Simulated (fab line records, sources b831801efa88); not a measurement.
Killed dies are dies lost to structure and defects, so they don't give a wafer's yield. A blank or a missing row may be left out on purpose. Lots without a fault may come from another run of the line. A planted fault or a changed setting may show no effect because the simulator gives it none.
fab line records | flow sky130
record lots=13 wafers=39 last_day=50
route steps=708 shown PWDE@84 VT_ADJUST_PCH@151 SONOS_TUNNEL@162 GATE_OXIDE@197
lots that met no fault: from a run of the same line without faults
start_h: hours from the record's first day to the start of the lot's first wafer shown | wait_h: hours since the lot's step before | " the same as in the row above | L1.1+2: a row that stands for several wafers | - no value, or no start given | * or withheld: withheld | < > ~ a bound
route shown NAME@n: a module of which the file shows steps, and the number in the route of the first | usual: mean/standard deviation of fault-free wafers | same: alike in all rows | chamber/n: place in a boat | sites: the reading at each site | _std_site: their standard deviation | _edge_site: outer sites' mean less inner sites' | radius_mm: how far each site lies from the wafer's centre | mask NAME#n: copy n | behind: the tool/chamber that last shaped the wafer | hold: why the lot was held/for how many hours/how that ended | device: the transistor (n, p or np) that didn't switch | end of line: the same wafers' tests at the end of the route | a step without rows: its recipe alone | killed: dies lost to structure and defects at the first sort, not the wafer's yield | map: a wafer's dies, x killed, . not, _ none there
set.NAME: the setting as run; set.NAME@STEP: as run at that earlier step | model.NAME: the simulator's own value behind a step, which no gauge read
steps of the route over a sample of lots; a table a step, a row a wafer
services: from which hour (start_h, from the record's first day; less than 0 if before it) a tool's chamber was out of use, for how many hours, and why
## steps
# step SKY_NWELL_RS_MEAS_31
# recipe thk_meas_gauge=four-point-probe
# usual PWDE_RS=5270/20
# columns lot.wafer tool chamber start_h wait_h PWDE_RS[ohm/sq]
L296.2 film_metro-03 - 115.49 0.1 5265
L296.3 " - " " 5278
L296.6 " - " " 5259
L297.1 film_metro-03 - 116.73 0.1 5308
L297.2 " - " " 5316
L297.3 " - " " 5294
L300.2 film_metro-04 - 136.18 0.1 5289
L300.3 " - " " 5272
L300.6 " - " " 5263
L303.2 film_metro-04 - 151.65 0.1 5278
L303.4 " - " " 5283
L303.6 " - " " 5279
L305.1 film_metro-03 - 163.13 0.1 5264
L305.2 " - " " 5272
L305.4 " - " " 5284
L306.3 film_metro-03 - 169.95 0.1 5242
L306.5 " - " " 5240
L306.6 " - " " 5266
L307.1 film_metro-03 - 179.02 0.1 5265
L307.3 " - " " 5252
L307.5 " - " " 5257
L308.2 film_metro-03 - 186.34 0.1 5248
L308.3 " - " " 5236
L308.4 " - " " 5230
L311.1 film_metro-02 - 200.63 0.1 5274
L311.2 " - " " 5279
L311.6 " - " " 5284
L313.1 film_metro-03 - 213.23 0.1 5300
L313.2 " - " " 5300
L313.6 " - " " 5296
L315.4 film_metro-03 - 224.87 0.1 5298
L315.5 " - " " 5283
L315.6 " - " " 5282
L317.4 film_metro-03 - 251.93 0.1 5288
L317.5 " - " " 5301
L317.6 " - " " 5296
L318.1 film_metro-04 - 253.26 0.1 5279
L318.3 " - " " 5270
L318.6 " - " " 5269
# step SKY_VT_ADJUST_PCH_IMPLANT_08
# recipe species=B energy_kev=10 dose_cm2=5e+11 tilt_deg=withheld
# usual beam_on_s=10.02/0.19 end_station_pressure_torr=5e-06/2.7e-07 faraday_current_uA=2.81/0.052
# columns lot.wafer tool chamber start_h wait_h beam_on_s end_station_pressure_torr faraday_current_uA
L296.2 implanter-02 0 238.20 0.0 9.90 5.02e-06 2.85
L296.3 " 0 " " 10.20 4.73e-06 2.77
L296.6 " 0 " " 9.87 5.1e-06 2.84
L297.1 implanter-03 0 240.91 0.0 10.14 4.58e-06 2.78
L297.2 " 0 " " 9.85 4.64e-06 2.85
L297.3 " 0 " " 9.90 5.1e-06 2.84
L300.2 implanter-02 0 267.00 0.0 9.88 5.19e-06 2.87
L300.3 " 0 " " 9.68 4.85e-06 2.89
L300.6 " 0 " " 9.81 4.69e-06 2.85
L303.2 implanter-03 0 287.02 0.0 9.90 4.5e-06 2.85
L303.4 " 0 " " 9.94 4.81e-06 2.84
L303.6 " 0 " " 10.16 5.29e-06 2.77
L305.1 implanter-03 0 300.56 0.0 12.09 0.00011949 2.35
L305.2 " 0 " " 12.33 0.00010378 2.31
L305.4 " 0 " " 12.30 0.00010747 2.32
L306.3 implanter-03 0 311.07 0.1 12.80 0.00010211 2.22
L306.5 " 0 " " 12.24 0.00010093 2.32
L306.6 " 0 " " 12.23 0.00011309 2.32
L307.1 implanter-04 0 321.22 0.0 9.81 4.94e-06 2.88
L307.3 " 0 " " 10.19 4.86e-06 2.76
L307.5 " 0 " " 9.78 5.36e-06 2.87
L308.2 implanter-04 0 330.82 0.0 9.94 4.98e-06 2.84
L308.3 " 0 " " 10.31 4.95e-06 2.73
L308.4 " 0 " " 10.02 4.64e-06 2.82
L311.1 implanter-02 0 346.97 0.0 10.13 5.35e-06 2.78
L311.2 " 0 " " 9.93 4.99e-06 2.84
L311.6 " 0 " " 10.02 4.72e-06 2.81
L313.1 implanter-02 0 364.66 0.0 10.05 5.25e-06 2.82
L313.2 " 0 " " 9.79 5.07e-06 2.88
L313.6 " 0 " " 9.95 5.08e-06 2.84
L315.4 implanter-04 0 378.43 0.1 10.27 5.01e-06 2.74
L315.5 " 0 " " 10.14 4.93e-06 2.79
L315.6 " 0 " " 9.90 5.23e-06 2.85
L317.4 implanter-04 0 411.83 0.1 10.18 4.74e-06 2.77
L317.5 " 0 " " 10.13 4.79e-06 2.77
L317.6 " 0 " " 9.72 4.7e-06 2.91
L318.1 implanter-03 0 412.44 0.0 10.19 5.15e-06 2.77
L318.3 " 0 " " 9.74 4.8e-06 2.88
L318.6 " 0 " " 9.90 4.88e-06 2.84
# step SKY_VT_ADJUST_PCH_TW_MEAS_10
# usual VT_ADJUST_PCH_TW=143.0/1.7
# columns lot.wafer tool chamber start_h wait_h VT_ADJUST_PCH_TW
L296.2 film_metro-03 - 238.44 0.1 144.1
L296.3 " - " " 145.0
L296.6 " - " " 145.1
L297.1 film_metro-01 - 241.16 0.1 139.7
L297.2 " - " " 139.0
L297.3 " - " " 139.9
L300.2 film_metro-01 - 267.24 0.1 142.0
L300.3 " - " " 141.1
L300.6 " - " " 141.5
L303.2 film_metro-01 - 287.25 0.1 141.8
L303.4 " - " " 141.2
L303.6 " - " " 141.2
L305.1 film_metro-01 - 300.81 0.1 148.9
L305.2 " - " " 149.2
L305.4 " - " " 148.6
L306.3 film_metro-04 - 311.29 0.1 153.0
L306.5 " - " " 152.7
L306.6 " - " " 153.1
L307.1 film_metro-01 - 321.47 0.1 141.4
L307.3 " - " " 141.1
L307.5 " - " " 141.1
L308.2 film_metro-03 - 331.05 0.1 143.7
L308.3 " - " " 144.0
L308.4 " - " " 144.9
L311.1 film_metro-01 - 347.22 0.1 141.4
L311.2 " - " " 141.7
L311.6 " - " " 142.1
L313.1 film_metro-03 - 364.91 0.1 143.6
L313.2 " - " " 143.9
L313.6 " - " " 144.4
L315.4 film_metro-04 - 378.64 0.1 144.8
L315.5 " - " " 144.8
L315.6 " - " " 144.1
L317.4 film_metro-03 - 412.04 0.1 144.3
L317.5 " - " " 144.0
L317.6 " - " " 143.8
L318.1 film_metro-04 - 412.69 0.1 145.4
L318.3 " - " " 146.1
L318.6 " - " " 145.9
# step SKY_SONOS_TUNNEL_OVL_MEAS_08
# usual SONOS_TUNNEL_OVL=0.4/1.4
# columns lot.wafer tool chamber start_h wait_h SONOS_TUNNEL_OVL[nm]
L296.2 overlay-01 - 262.63 0.1 3.4
L296.3 " - " " 2.9
L296.6 " - " " 2.5
L297.1 overlay-02 - 265.22 0.1 1.5
L297.2 " - " " 0.6
L297.3 " - " " 1.6
L300.2 overlay-01 - 291.85 0.1 1.5
L300.3 " - " " 0.9
L300.6 " - " " 0.4
L303.2 overlay-01 - 312.96 0.1 -1.9
L303.4 " - " " -1.5
L303.6 " - " " -2.2
L305.1 overlay-02 - 327.36 0.1 -0.2
L305.2 " - " " 0.1
L305.4 " - " " 0.2
L306.3 overlay-02 - 337.11 0.1 0.3
L306.5 " - " " 0.9
L306.6 " - " " 0.8
L307.1 overlay-01 - 347.84 0.1 -1.2
L307.3 " - " " -0.6
L307.5 " - " " -0.4
L308.2 overlay-02 - 357.15 0.1 -0.4
L308.3 " - " " 0.0
L308.4 " - " " 0.2
L311.1 overlay-02 - 375.12 0.1 -0.2
L311.2 " - " " -1.8
L311.6 " - " " -0.4
L313.1 overlay-02 - 393.64 0.1 0.7
L313.2 " - " " 0.7
L313.6 " - " " 2.3
L315.4 overlay-02 - 407.33 0.1 2.8
L315.5 " - " " 2.7
L315.6 " - " " 3.1
L317.4 overlay-02 - 442.69 0.1 1.8
L317.5 " - " " -1.1
L317.6 " - " " -2.1
L318.1 overlay-01 - 444.17 0.1 -1.2
L318.3 " - " " -1.0
L318.6 " - " " -1.1
# step SKY_GATE_OXIDE_OVL_MEAS_10
# usual GATE_OXIDE_OVL=-0.2/1.5
# columns lot.wafer tool chamber start_h wait_h GATE_OXIDE_OVL[nm]
L296.2 overlay-02 - 323.83 0.1 -1.4
L296.3 " - " " 0.0
L296.6 " - " " -0.8
L297.1 overlay-02 - 325.84 0.1 -3.5
L297.2 " - " " -2.1
L297.3 " - " " -3.1
L300.2 overlay-02 - 352.24 0.1 -1.3
L300.3 " - " " -0.2
L300.6 " - " " -1.1
L303.2 overlay-01 - 374.73 0.1 -1.9
L303.4 " - " " 0.5
L303.6 " - " " -1.5
L305.1 overlay-01 - 400.49 0.1 -0.8
L305.2 " - " " -1.0
L305.4 " - " " 0.1
L306.3 overlay-01 - 408.15 0.1 0.5
L306.5 " - " " -0.3
L306.6 " - " " 0.2
L307.1 overlay-01 - 419.12 0.1 -1.1
L307.3 " - " " -1.0
L307.5 " - " " -1.8
L308.2 overlay-01 - 425.19 0.1 2.4
L308.3 " - " " 1.3
L308.4 " - " " 2.3
L311.1 overlay-01 - 443.29 0.1 -2.4
L311.2 " - " " -1.2
L311.6 " - " " -1.6
L313.1 overlay-01 - 465.42 0.1 0.6
L313.2 " - " " 1.4
L313.6 " - " " 0.9
L315.4 overlay-01 - 476.14 0.1 0.1
L315.5 " - " " 1.6
L315.6 " - " " 0.9
L317.4 overlay-01 - 511.59 0.1 -2.4
L317.5 " - " " -1.8
L317.6 " - " " -2.6
L318.1 overlay-01 - 512.22 0.1 -2.2
L318.3 " - " " -3.3
L318.6 " - " " -3.4
## services
# columns tool chamber start_h hours kind
implanter-03 - 283.06 2.9 pm
implanter-03 - 306.75 1.8 repair
implanter-04 - 308.66 3.3 pm
implanter-02 - 328.30 1.6 repair
implanter-03 - 329.70 3.7 repair
implanter-03 - 332.96 1.4 repair
implanter-03 - 393.98 2.2 repair
## key
first_sign step=SKY_VT_ADJUST_PCH_IMPLANT_08 reading=end_station_pressure_torr direction=up sigmas=99+ usual=5e-06 struck=0.00010781
effect step=SKY_VT_ADJUST_PCH_IMPLANT_08 reading=beam_on_s direction=up sigmas=12 usual=10.02 struck=12.33
effect step=SKY_VT_ADJUST_PCH_TW_MEAS_10 reading=VT_ADJUST_PCH_TW direction=up sigmas=4.6 usual=143.0 struck=150.9
met_at SKY_VT_ADJUST_PCH_IMPLANT_08
struck_lots L305,L306
tester_left_out L305,L306
not_acting_at SKY_NWELL_RS_MEAS_31,SKY_SONOS_TUNNEL_OVL_MEAS_08,SKY_GATE_OXIDE_OVL_MEAS_10
onset_between 287.02 300.56
fault kind=process_parameter_drift tool=implanter-03 chamber=- onset_h=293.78 steps=SKY_VT_ADJUST_PCH_IMPLANT_08 channel=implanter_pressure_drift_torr offset=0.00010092 shape=step end_h=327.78
fault kind=process_parameter_drift tool=implanter-03 chamber=- onset_h=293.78 steps=SKY_VT_ADJUST_PCH_IMPLANT_08 channel=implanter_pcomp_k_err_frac offset=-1 shape=step end_h=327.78
# tester_left_out: of these lots the tester's yield and bins aren't shown, on N5 and GAA mostly nor the transistor test; their killed dies are dies lost to structure and defects alone, not to doping, threshold or leakage, so they don't give the yield
